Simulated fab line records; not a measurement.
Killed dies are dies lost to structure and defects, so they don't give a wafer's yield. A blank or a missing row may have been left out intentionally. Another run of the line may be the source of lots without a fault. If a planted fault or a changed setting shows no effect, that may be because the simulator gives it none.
Which tool is to blame? + flow gf180mcu + 21 wafers from 7 lots sampled at 2 of the route's 602 steps

## WHAT THE GAUGES READ, wafer by wafer
GF_NWELL_TW_MEAS_11.
| lot  | measured    | on            | NWELL_TW                      |
|------|-------------|---------------|-------------------------------|
| L265 | day 4 02:58 | film_metro-01 | 1574 1578 1578                |
| L267 | day 4 18:04 | film_metro-04 | 1572 1579 1573                |
| L269 | day 4 23:13 | film_metro-03 | 1591 1594 1597                |
| L272 | day 5 16:16 | film_metro-01 | 1495 1498 1499 1503 1486 1487 |
| L274 | day 6 01:37 | film_metro-04 | 1490 1492 1495 1504 1496 1489 |
| L280 | day 7 11:07 | film_metro-03 | 1594 1594 1593                |
| L282 | day 7 20:42 | film_metro-01 | 1573 1562 1569                |

## WHAT TOOL EACH LOT RAN ON (gives the tool, then ch and the chambers of the sampled wafers, and finally the start)
| lot  | GF_NWELL_IMPLANT_09            |
|------|--------------------------------|
| L265 | implanter-03 ch 0, day 4 02:44 |
| L267 | implanter-02 ch 0, day 4 17:50 |
| L269 | implanter-03 ch 0, day 4 22:59 |
| L272 | implanter-01, day 5 16:01      |
| L274 | implanter-03, day 6 01:23      |
| L280 | implanter-03 ch 0, day 7 10:53 |
| L282 | implanter-03 ch 0, day 7 20:27 |
- GF_NWELL_IMPLANT_09

## THE ANSWER, worked out from the rows above alone
Rule: usual is defined by the lots themselves. The widest of any qualifying gaps counts: lots, ordered by their means at a reading, are off when they make up no more than a third of the lots, leave a main group of 4 or more, and stand apart from it by 3 or more times the standard deviation of that group's means. Not used: any main group whose means are identical at the precision the tables above print for the reading. A lot without any number at a reading at which 4 lots or more have one is off too. Any other lot the step has rows for is counted as sound.
Off: at GF_NWELL_TW_MEAS_11 (NWELL_TW), L272, L274. Main group: mean 1581, sd 11.
A tool fits if, at a process step before that reading, it ran every lot that is off, and no sound lot after the first of them. Gauges at GF_NWELL_TW_MEAS_11: tried the same way as those tools. None of those tried fits.

## WHAT THE SIMULATOR PUT IN
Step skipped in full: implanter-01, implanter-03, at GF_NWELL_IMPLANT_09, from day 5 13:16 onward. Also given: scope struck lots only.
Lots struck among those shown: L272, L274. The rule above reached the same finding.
